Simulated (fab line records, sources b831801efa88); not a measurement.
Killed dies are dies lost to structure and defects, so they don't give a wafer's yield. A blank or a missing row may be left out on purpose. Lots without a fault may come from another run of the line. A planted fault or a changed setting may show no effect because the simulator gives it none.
A struck lot beside a sound one | flow gf180mcu | 16 steps out of a route of 602
Sound: wafers L224.4, L224.5, L224.6. Struck: wafer L231.1. (L231.2 of the same lot was not struck and is left out.) The cause comes at the end.
At each step with rows: each side's tool, then ch and its chambers, then its first start. Under that, the readings that differ: sound wafers | struck wafers | difference of the means | sigmas: that difference in standard deviations of wafers without a fault.
alike: readings whose means differ by less than 2 such deviations, and words and numbers that are the same on both sides. not compared: withheld readings, readings that some wafer has no value for, bounds like >300 that may hide the same value, and numbers for which the record gives no deviation and whose values overlap.
The two part at a step that has a row with sigmas, a row that says differs or no value, or rows on one side only. Numbers that don't overlap but have no deviation are shown without sigmas and don't part them. A reading that every wafer of one side lacks parts them only if that side has two wafers or more.

GF_STI_THK_MEAS_02:
  sound on film_metro-01, day 1 22:45; struck on film_metro-01, day 3 08:42
  alike: STI_OXIDATION_THK
then, 1 step without rows for these wafers: GF_STI_CVD_03 (deposits Si3N4 from DCS/NH3, target thk 207.16 nm, time 3551 s).
GF_STI_THK_MEAS_04:
  sound on film_metro-01, day 2 01:21; struck on film_metro-01, day 3 10:44
  alike: STI_CVD_03_THK
then, 7 steps without rows for these wafers: GF_STI_DEHYDRATE_05 (time 60 s); GF_STI_HMDS_06 (prime time 60 s); GF_STI_COAT_07 (resist thk 700 nm); GF_STI_SOFTBAKE_08 (time 60 s); GF_STI_EXPOSE_09 (exposes mask COMP, target cd 220 nm); GF_STI_PEB_10 (peb time 90 s); GF_STI_DEVELOP_11 (develop time 60 s).
GF_STI_CD_MEAS_12: target cd 220 nm.
  sound on cd_sem-02, day 2 13:32; struck on cd_sem-02, day 4 00:25
  alike: cd_nm
GF_STI_ETCH_13: etches the open film in CHF3/O2, stops on Si, target depth 282.31 nm, time 112.9 s.
  sound on rie_diel-01 ch 0,2,3, day 2 13:35; struck on rie_diel-01 ch 3, day 4 00:32
  reading             | sound             | struck | difference | sigmas
  O2_flow_sccm (sccm) | 4.975 4.960 5.004 | 5.012  | +0.032     | +2
  alike: drypump_motor_current_A, oes_product_au, run_length_s, throttle_valve_pct
  not compared: rf_hours_counter_h
GF_STI_ETCH_14: etches Si in HBr/Cl2/O2, target depth 360 nm, time 102.9 s.
  sound on rie_si-01 ch 0,1,3, day 2 13:40; struck on rie_si-02 ch 0, day 4 00:37
  reading                              | sound             | struck | difference | sigmas
  run_length_s (s)                     | 131.3 130.7 130.8 | 88.3   | -42.6      | -99 or more
  model.STI.feature_depth_nm (nm)      | 358 361.8 365.2   | 214.4  | -147.3     |
  model.etch.depth_nm (nm)             | 358 361.8 365.2   | 214.4  | -147.3     |
  model.KrF_of_STI_COAT_07.thk_nm (nm) | 323.3 311.9 318.5 | 369.7  | +51.8      |
  alike: O2_flow_sccm, drypump_motor_current_A, oes_product_au, throttle_valve_pct
  not compared: rf_hours_counter_h
GF_STI_STRIP_15: strips in O2/N2.
  sound on plasma_asher-02 ch 0,1, day 2 13:46; struck on plasma_asher-01 ch 0, day 4 00:41
  reading                      | sound             | struck | difference                   | sigmas
  heater_power_w (W)           | 342 372 344       | 310    | -43                          | -2
  oes_product_au (a.u.)        | 0.384 0.376 0.380 | 0.401  | +0.021                       | +5
  rf_hours_counter_h (h)       | - - -             | 43     | no value on the sound wafers |
  strip_time_to_endpoint_s (s) | 3.76 3.63 3.71    | 4.27   | +0.57                        | +17
  alike: drypump_motor_current_A
then, 1 step without rows for these wafers: GF_STI_CLEAN_16 (cleans in dHF, time 25 s).
-- the record jumps here: 28 days lie between the struck wafers' starts before and after (it left off in module STI and takes up again in module PASSIVATION, whose first step shown is number 602 of the route) --
GF_PASSIVATION_PROBE_99:
  sound on prober-02, day 29 16:09; struck on prober-01, day 31 18:57
  reading                                 | sound                         | struck    | difference | sigmas
  model.etest.ldpmos_10p0.r_on_ohm_um     | 1.108e+04 1.117e+04 1.099e+04 | 1.003e+04 | -1.050e+03 |
  model.etest.pwell_in_dnwell.line_ohm_um | 3899 4009 3954                | 3004      | -950       |
  model.etest.pwell_in_dnwell.rs_ohm_sq   | 2336 2383 2372                | 1821      | -543       |
  model.etest.p_drift.rs_ohm_sq           | 2369 2396 2410                | 1915      | -477       |
  model.etest.ldnmos_10p0.r_on_ohm_um     | 3658 3688 3672                | 3158      | -515       |
  model.etest.n_drift.rs_ohm_sq           | 1199 1231 1238                | 855.5     | -367.2     |
  model.etest.nwell.line_ohm_um           | 1176 1208 1202                | 920.9     | -274.4     |
  model.etest.nwell.rs_ohm_sq             | 1020 1028 1031                | 793.7     | -232.6     |

WHERE THEY PART
First at GF_STI_ETCH_13; last, within this record, at GF_STI_STRIP_15.

WHY: what the simulator had put in
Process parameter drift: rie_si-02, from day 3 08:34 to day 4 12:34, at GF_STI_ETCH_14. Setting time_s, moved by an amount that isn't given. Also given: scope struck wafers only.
